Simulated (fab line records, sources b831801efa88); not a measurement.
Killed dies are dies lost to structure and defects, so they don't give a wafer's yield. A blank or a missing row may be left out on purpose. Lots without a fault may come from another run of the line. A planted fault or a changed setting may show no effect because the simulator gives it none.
A struck lot beside a sound one | flow gf180mcu | 15 steps out of a route of 602
Sound: wafers L480.2, L480.3, L480.4. Struck: wafer L489.6. (L489.1 of the same lot was not struck and is left out.) The cause comes at the end.
At each step with rows: each side's tool, then ch and its chambers, then its first start. Under that, the readings that differ: sound wafers | struck wafers | difference of the means | sigmas: that difference in standard deviations of wafers without a fault.
alike: readings whose means differ by less than 2 such deviations, and words and numbers that are the same on both sides. not compared: withheld readings, readings that some wafer has no value for, bounds like >300 that may hide the same value, and numbers for which the record gives no deviation and whose values overlap.
The two part at a step that has a row with sigmas, a row that says differs or no value, or rows on one side only. Numbers that don't overlap but have no deviation are shown without sigmas and don't part them. A reading that every wafer of one side lacks parts them only if that side has two wafers or more.

GF_V4_CD_MEAS_14: target cd 260 nm.
  sound on cd_sem-01, day 25 18:28; struck on cd_sem-02, day 28 14:31
  alike: cd_nm
GF_V4_OVL_MEAS_15:
  sound on overlay-02, day 25 18:34; struck on overlay-02, day 28 14:38
  alike: V4_OVL
GF_V4_ETCH_16: etches BARC in N2/H2.
  sound on rie_diel-03 ch 2,3, day 25 18:35; struck on rie_diel-04 ch 0, day 28 14:40
  alike: chamber_pressure_mTorr, drypump_motor_current_A, oes_product_au, throttle_valve_pct
GF_V4_ETCH_17: etches SiO2 in C4F8/O2/Ar, stops on TiN, target depth 630 nm.
  sound on rie_diel-03 ch 2,3; struck on rie_diel-04 ch 0
  alike: chamber_pressure_mTorr, oes_product_au
GF_V4_STRIP_18: strips in O2/N2.
  sound on plasma_asher-01 ch 0,1, day 25 18:43; struck on plasma_asher-02 ch 1, day 28 14:47
  reading                     | sound          | struck | difference | sigmas
  drypump_motor_current_A (A) | 5.89 5.86 5.54 | 5.02   | -0.74      | -3
  heater_power_w (W)          | 380 384 370    | 314    | -64        | -3
  alike: chamber_pressure_mTorr, oes_product_au
  not compared: rf_hours_counter_h
then, 3 steps without rows for these wafers: GF_V4_STRIP_19 (strips in post etch residue remover, time 1200 s); GF_V4_CLEAN_20 (cleans in DIW); GF_V4_SPUTTER_21 (material Ti, target thk 15 nm, time 80.02 s).
GF_V4_SPUTTER_22: material TiN, target thk 10 nm, time 40 s.
  sound on pvd_sputter-01, day 25 19:19; struck on pvd_sputter-02, day 28 15:24
  reading                | sound          | struck | difference | sigmas
  throttle_valve_pct (%) | 28.5 28.7 27.9 | 31.3   | +2.9       | +3
then, 1 step without rows for these wafers: GF_V4_CVD_23 (deposits W, target thk 350 nm, time 104.9 s).
GF_V4_RS_MEAS_24: measures by four-point-probe.
  sound on film_metro-04, day 25 19:29; struck on film_metro-04, day 28 15:34
  reading          | sound             | struck | difference | sigmas
  V4_W_RS (ohm/sq) | 0.322 0.333 0.324 | 0.314  | -0.012     | -2
GF_V4_THK_MEAS_25: measures by xrf.
  sound on film_metro-04, day 25 19:36; struck on film_metro-04, day 28 15:41
  alike: V4_W_THK
GF_V4_CMP_26: polishes, stops on SiO2, t overpolish 15 s, target thk 0 nm.
  sound on cmp-01 ch 0,1,2, day 25 19:39; struck on cmp-01 ch 3, day 28 15:53
  reading                | sound    | struck | difference | sigmas
  time_to_endpoint_s (s) | 85 79 79 | 51     | -30        | -9
  alike: motor_current_A, overpolish_run_s
GF_MIM_SPUTTER_00: material Ti, target thk 37.5 nm, time 150 s.
  sound on pvd_sputter-03, day 25 19:57; struck on pvd_sputter-03, day 28 16:02
  alike: throttle_valve_pct
GF_PASSIVATION_PROBE_99:
  the record has rows for the sound wafers here (prober-01, day 30 04:47) and none for the struck ones

WHERE THEY PART
First at GF_V4_STRIP_18; last, within this record, at GF_PASSIVATION_PROBE_99.

WHY: what the simulator had put in
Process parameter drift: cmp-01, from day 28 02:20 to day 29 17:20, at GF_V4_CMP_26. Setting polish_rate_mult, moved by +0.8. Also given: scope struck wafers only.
